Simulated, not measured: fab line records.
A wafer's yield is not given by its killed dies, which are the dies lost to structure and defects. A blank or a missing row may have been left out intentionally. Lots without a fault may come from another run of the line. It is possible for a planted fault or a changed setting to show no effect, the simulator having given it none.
fab line records | flow gf180mcu
record: lots: 6 wafers: 18 lastDay: 34
route steps=602 shown V5@566 TOP_METAL@567
lots that met no fault: from a run of the same line without faults
startH: hours from the record's opening day to when the first of the lot's shown wafers began | waitH: hours from the lot's prior step to this one | " the same as in the row above | L1.1+2: a single row standing in for several wafers | - no value, or no start given | * or withheld: withheld | < > ~ a bound
route shown NAME@n: names a module that has steps shown in the file, with the first one's number in the route | usual: average and standard deviation across the fault-free wafers | same: alike in all rows | chamber/n: place in a boat | sites: each site's reading | _std_site: standard deviation of those values | _edge_site: outer sites' mean less inner sites' | radiusMm: how far each site lies from the wafer's centre | mask NAME#n: copy n | behind: tool/chamber where the wafer was last shaped | hold: what put the lot on hold/how long, in hours/how the hold closed | device: whichever transistor did not switch (one of n, p or np) | end of line: tests of these same wafers at the route's end | for a step that has no rows: nothing shown but its recipe | killed: dies that structure and defects cost at the first sort, which is not the same as the wafer's yield | map: shows each die of a wafer: x if killed, . if not, _ if none is there
set.NAME: the setting the step ran with; set.NAME@STEP: the setting that earlier step ran with | model.NAME: the simulator's own value behind a step, which no gauge read
certain route steps with their lots: each step a table, each wafer a row
services: the hour from which a tool's chamber was out of use, counted from the record's first day as startH (under 0 if before that day), plus the number of hours and why
== steps ==
step: GF_V5_CMP_26
recipe: stopOn: SiO2 downForcePsi: 3.5 platenRpm: 60 tOverpolishS: 15 targetThkNm: 0 padVelocityMS: 0.94248
usual: motorCurrentA: 10.9/1.3 overpolishRunS: 14.999/0.0083 timeToEndpointS: 84/3.4
columns lot.wafer tool chamber startH waitH motorCurrentA overpolishRunS timeToEndpointS
L619.3 cmp-02 2 685.13 0.1 9.8 14.991 80
L619.1 " 0 " " 13.2 15.003 83
L619.6 " 2 " " 9.9 15.010 80
L623.4 cmp-01 2 718.83 0.1 11.9 14.981 82
L623.2 " 3 " " 10.6 15.000 89
L623.6 " 2 " " 11.3 14.995 87
L627.4 cmp-02 1 743.74 0.1 10.6 14.994 78
L627.6 " 3 " " 8.8 14.995 80
L627.5 " 0 " " 14.0 14.992 84
L628.3 cmp-02 2 746.10 0.4 10.4 14.989 83
L628.2 " 3 " " 9.1 14.977 80
L628.5 " 0 " " 13.3 15.002 87
L633.3 cmp-02 3 769.53 0.1 9.3 15.008 85
L633.4 " 0 " " 13.3 15.005 87
L633.1 " 1 " " 10.7 14.995 80
L634.1 cmp-02 2 776.32 0.1 9.5 15.021 80
L634.2 " 3 " " 8.9 15.000 82
L634.5 " 1 " " 10.1 14.987 79
step: GF_TOP_METAL_SPUTTER_00
recipe: material: Ti targetThkNm: 37.5 arrivingIonEnergyEv: 80 substrateTempC: 200 chamberPressurePa: 2 powerW: 4000 timeS: 150
usual: throttleValvePct: 29.9/1.2
columns lot.wafer tool chamber startH waitH throttleValvePct
L619.1 pvdSputter-04 - 685.38 0.1 29.4
L619.3 " - " " 29.5
L619.6 " - " " 30.0
L623.2 pvdSputter-02 - 719.08 0.1 31.6
L623.4 " - " " 31.2
L623.6 " - " " 28.2
L627.4 pvdSputter-02 - 743.94 0.1 28.4
L627.5 " - " " 31.3
L627.6 " - " " 28.6
L628.2 pvdSputter-02 - 746.30 0.1 31.6
L628.3 " - " " 29.6
L628.5 " - " " 31.4
L633.1 pvdSputter-02 - 769.78 0.1 31.7
L633.3 " - " " 31.9
L633.4 " - " " 28.3
L634.1 pvdSputter-03 - 776.57 0.2 30.1
L634.2 " - " " 30.0
L634.5 " - " " 27.5
step: GF_TOP_METAL_SPUTTER_01
recipe: material: TiN targetThkNm: 30 powerW: 6500 timeS: 25.61 chamberPressurePa: 0.4
usual: throttleValvePct: 29.9/1.2
columns lot.wafer tool chamber startH waitH throttleValvePct
L619.1 pvdSputter-04 - 685.48 0.1 29.4
L619.3 " - " " 29.4
L619.6 " - " " 30.2
L623.2 pvdSputter-02 - 719.18 0.1 31.4
L623.4 " - " " 31.4
L623.6 " - " " 28.4
L627.4 pvdSputter-02 - 744.04 0.1 28.2
L627.5 " - " " 31.3
L627.6 " - " " 28.3
L628.2 pvdSputter-02 - 746.40 0.1 31.4
L628.3 " - " " 29.7
L628.5 " - " " 31.4
L633.1 pvdSputter-02 - 769.88 0.1 31.4
L633.3 " - " " 31.6
L633.4 " - " " 28.3
L634.1 pvdSputter-03 - 776.67 0.1 30.0
L634.2 " - " " 30.4
L634.5 " - " " 27.8
step: GF_TOP_METAL_SPUTTER_02
recipe: material: AlCu targetThkNm: 900 powerW: 10600 chamberPressurePa: 0.3 substrateTempC: 250 gas: Ar timeS: 47.82
step: GF_TOP_METAL_SPUTTER_03
recipe: material: Ti targetThkNm: 5 substrateTempC: 300 chamberPressurePa: 0.3 powerW: 3000 timeS: 3.3
usual: throttleValvePct: 29.9/1.2
columns lot.wafer tool chamber startH waitH throttleValvePct
L619.1 pvdSputter-04 - 685.56 0.0 29.7
L619.3 " - " " 29.3
L619.6 " - " " 30.3
L623.2 pvdSputter-02 - 719.25 0.0 31.9
L623.4 " - " " 31.8
L623.6 " - " " 28.4
L627.4 pvdSputter-02 - 744.12 0.0 28.4
L627.5 " - " " 31.6
L627.6 " - " " 28.4
L628.2 pvdSputter-02 - 746.48 0.0 31.5
L628.3 " - " " 29.8
L628.5 " - " " 31.6
L633.1 pvdSputter-02 - 769.96 0.0 31.5
L633.3 " - " " 31.4
L633.4 " - " " 28.6
L634.1 pvdSputter-03 - 776.74 0.0 29.9
L634.2 " - " " 30.3
L634.5 " - " " 27.6
step: GF_TOP_METAL_SPUTTER_04
recipe: material: TiN targetThkNm: 25 powerW: 6500 timeS: 20.8 chamberPressurePa: 0.4
usual: throttleValvePct: 29.9/1.3
columns lot.wafer tool chamber startH waitH throttleValvePct
L619.1 pvdSputter-04 - 685.58 0.0 29.1
L619.3 " - " " 29.5
L619.6 " - " " 30.2
L623.2 pvdSputter-02 - 719.27 0.0 31.7
L623.4 " - " " 31.4
L623.6 " - " " 28.5
L627.4 pvdSputter-02 - 744.13 0.0 28.0
L627.5 " - " " 31.8
L627.6 " - " " 28.2
L628.2 pvdSputter-02 - 746.49 0.0 31.4
L628.3 " - " " 29.4
L628.5 " - " " 31.5
L633.1 pvdSputter-02 - 769.97 0.0 31.5
L633.3 " - " " 31.4
L633.4 " - " " 28.5
L634.1 pvdSputter-03 - 776.76 0.0 30.0
L634.2 " - " " 30.2
L634.5 " - " " 27.6
step: GF_TOP_METAL_RS_MEAS_05
recipe: thkMeasGauge: four-point-probe reads: TiN_of_TOP_METAL_SPUTTER_04+Ti_of_TOP_METAL_SPUTTER_03+AlCu_of_TOP_METAL_SPUTTER_02+TiN_of_TOP_METAL_SPUTTER_01+Ti_of_TOP_METAL_SPUTTER_00
usual: TOP_METAL_ALCU_RS: 0.0327/0.00033
columns lot.wafer tool chamber startH waitH TOP_METAL_ALCU_RS[ohm/sq]
L619.1 filmMetro-01 - 685.61 0.0 0.0323
L619.3 " - " " 0.0324
L619.6 " - " " 0.0327
L623.2 filmMetro-01 - 719.32 0.0 0.0327
L623.4 " - " " 0.0328
L623.6 " - " " 0.0333
L627.4 filmMetro-02 - 744.22 0.1 0.0333
L627.5 " - " " 0.0332
L627.6 " - " " 0.0334
L628.2 filmMetro-03 - 746.54 0.0 0.0328
L628.3 " - " " 0.0325
L628.5 " - " " 0.0324
L633.1 filmMetro-03 - 770.00 0.0 0.0327
L633.3 " - " " 0.0326
L633.4 " - " " 0.0330
L634.1 filmMetro-02 - 776.79 0.0 0.0326
L634.2 " - " " 0.0326
L634.5 " - " " 0.0327
step: GF_TOP_METAL_THK_MEAS_06
recipe: thkMeasGauge: xrf reads: AlCu_of_TOP_METAL_SPUTTER_02
usual: TOP_METAL_ALCU_THK: 906/12
columns lot.wafer tool chamber startH waitH TOP_METAL_ALCU_THK[nm]
L619.1 filmMetro-01 - 685.73 0.1 910
L619.3 " - " " 911
L619.6 " - " " 902
L623.2 filmMetro-01 - 719.43 0.1 898
L623.4 " - " " 897
L623.6 " - " " 889
L627.4 filmMetro-02 - 744.31 0.1 888
L627.5 " - " " 888
L627.6 " - " " 881
L628.2 filmMetro-03 - 746.65 0.1 911
L628.3 " - " " 913
L628.5 " - " " 919
L633.1 filmMetro-03 - 770.12 0.1 909
L633.3 " - " " 912
L633.4 " - " " 900
L634.1 filmMetro-02 - 776.91 0.1 903
L634.2 " - " " 899
L634.5 " - " " 899
step: GF_TOP_METAL_DEHYDRATE_07
recipe: tempC: 200 timeS: 60
step: GF_TOP_METAL_HMDS_08
recipe: primeTimeS: 60 primeTempC: 120
step: GF_TOP_METAL_COAT_09
recipe: resist: NOVOLAK spinRpm: 3000 resistThkNm: 1500
step: GF_TOP_METAL_SOFTBAKE_10
recipe: tempC: 90 timeS: 60 resist: NOVOLAK
step: GF_TOP_METAL_EXPOSE_11
recipe: maskId: MetalTop targetCdNm: 440 na: 0.6 sourceShape: conventional sigmaOuter: 0.6 doseMj: 170
usual: exposureDoseMJCm2: 170.00/0.19 focusOffsetNm: 0.1/0.5 sigmaOuter: 0.6/0
columns lot.wafer tool chamber startH waitH mask exposureDoseMJCm2 focusOffsetNm sigmaOuter
L619.1 ilineStepper-02 0 694.85 - MetalTop#0 169.91 -0.1 0.6
L619.3 " 0 " " MetalTop#0 169.95 -0.4 0.6
L619.6 " 0 " " MetalTop#0 170.04 0.0 0.6
L623.2 ilineStepper-01 0 728.02 - MetalTop#0 170.18 1.2 0.6
L623.4 " 0 " " MetalTop#0 169.98 -0.3 0.6
L623.6 " 0 " " MetalTop#0 170.26 0.4 0.6
L627.4 ilineStepper-01 - 752.64 - MetalTop#0 - - -
L627.5 " - " " MetalTop#0 - - -
L627.6 " - " " MetalTop#0 - - -
L628.2 ilineStepper-01 - 754.40 - MetalTop#0 - - -
L628.3 " - " " MetalTop#0 - - -
L628.5 " - " " MetalTop#0 - - -
L633.1 ilineStepper-01 0 777.66 - MetalTop#0 170.21 -0.1 0.6
L633.3 " 0 " " MetalTop#0 169.94 0.4 0.6
L633.4 " 0 " " MetalTop#0 170.09 -0.3 0.6
L634.1 ilineStepper-01 0 784.59 - MetalTop#0 170.09 -0.2 0.6
L634.2 " 0 " " MetalTop#0 170.11 -0.2 0.6
L634.5 " 0 " " MetalTop#0 170.02 0.0 0.6
step: GF_TOP_METAL_PEB_12
recipe: tempC: withheld timeS: * resist: NOVOLAK
== services ==
columns tool chamber startH hours kind
cmp-02 - 664.52 7.1 pm
ilineStepper-01 - 686.52 23.5 repair
pvdSputter-02 - 713.56 2.4 repair
pvdSputter-02 - 723.96 2.4 repair
ilineStepper-01 - 725.69 1.0 repair
cmp-02 - 729.98 6.0 pm
ilineStepper-02 - 730.05 1.7 pm
cmp-01 - 741.79 4.5 repair
cmp-01 - 746.31 4.0 pm
cmp-02 - 748.20 1.5 repair
cmp-01 - 750.31 - consumableReplace:conditioner
cmp-01 - 750.31 - consumableReplace:pad
pvdSputter-02 - 752.20 0.7 repair
cmp-01 - 758.46 5.5 pm
== key ==
firstSign: step: GF_TOP_METAL_EXPOSE_11 reading: toolRecord direction: missing
effect none on later readings
metAt GF_TOP_METAL_EXPOSE_11
struckWafers L627.4,L627.5,L627.6,L628.2,L628.3,L628.5
laterRowsLeftOut L627.4,L627.5,L627.6,L628.2,L628.3,L628.5
sortLeftOut L627.4,L627.5,L627.6,L628.2,L628.3,L628.5
onsetBetween 728.02 752.64
fault: kind: skippedStepWhole tool: ilineStepper-01 chamber: - onsetH: 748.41 steps: GF_TOP_METAL_EXPOSE_11 scope: struckLotsOnly
sortLeftOut: the simulated sort isn't trusted on such a fault, so these wafers' sort isn't shown, and their yield isn't known
laterRowsLeftOut: the simulator's readings of these wafers behind a module that went badly wrong aren't trusted and aren't shown, but for the sort
